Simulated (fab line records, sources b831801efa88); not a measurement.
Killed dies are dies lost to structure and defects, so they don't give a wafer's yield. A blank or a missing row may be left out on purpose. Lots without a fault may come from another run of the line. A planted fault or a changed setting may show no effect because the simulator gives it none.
Chamber matching | flow gf180mcu | GF_M5_ETCH_09 on rie_diel-02: 4 sister chambers
The step etches Si3N4 in CF4/O2, target depth 52 nm, time 11.6 s. 8 wafers are shown with their chamber, then 12 later ones without.

WAFERS WITH THEIR CHAMBER
wafer  | chamber | drypump_motor_current_A (A) | oes_product_au (a.u.)
L084.1 | 2       | 5.27                        | 1.003
L085.3 | 0       | 5.14                        | 0.988
L085.5 | 1       | 5.65                        | 0.997
L087.2 | 2       | 5.27                        | 0.980
L087.6 | 0       | 5.14                        | 0.979
L089.2 | 3       | 5.09                        | 0.981
L089.3 | 1       | 5.62                        | 0.991
L089.4 | 3       | 5.08                        | 0.986

WAFERS WITHOUT THEIR CHAMBER
wafer  | drypump_motor_current_A (A) | oes_product_au (a.u.)
L091.3 | 5.13                        | 0.992
L091.5 | 5.63                        | 1.002
L091.6 | 5.13                        | 0.992
L093.2 | 5.27                        | 0.999
L093.3 | 5.15                        | 0.991
L093.4 | 5.62                        | 0.998
L095.2 | 5.12                        | 0.979
L095.3 | 5.62                        | 1.006
L095.6 | 5.13                        | 0.991
L097.2 | 5.61                        | 1.002
L097.5 | 5.08                        | 0.990
L097.6 | 5.60                        | 0.994

WHICH CHAMBER EACH WENT THROUGH
wafer  | from the rows above     | in truth
L091.3 | 0                       | 0
L091.5 | 1                       | 1
L091.6 | 0                       | 0
L093.2 | 2                       | 2
L093.3 | 0                       | 0
L093.4 | 1                       | 1
L095.2 | can't be placed: 0 or 3 | 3
L095.3 | 1                       | 1
L095.6 | 0                       | 0
L097.2 | 1                       | 1
L097.5 | 3                       | 3
L097.6 | 1                       | 1
Placed correctly: 11 of 12. Can't be placed from these rows: 1 (the true chamber is among the candidates in 1). Placed wrongly: 0.
How it was worked out, from the rows above alone: a wafer's distance from a chamber is the root of the sum, over the readings, of the square of ((its reading less the chamber's mean) divided by the reading's scatter). The wafer belongs to the nearest chamber; if the next one is less than 2 further off, it can't be placed. A chamber's mean is the mean of its shown wafers. The scatter: the root of (the sum of the squares of (reading less its chamber's mean) over the shown wafers, divided by (wafers less chambers)).
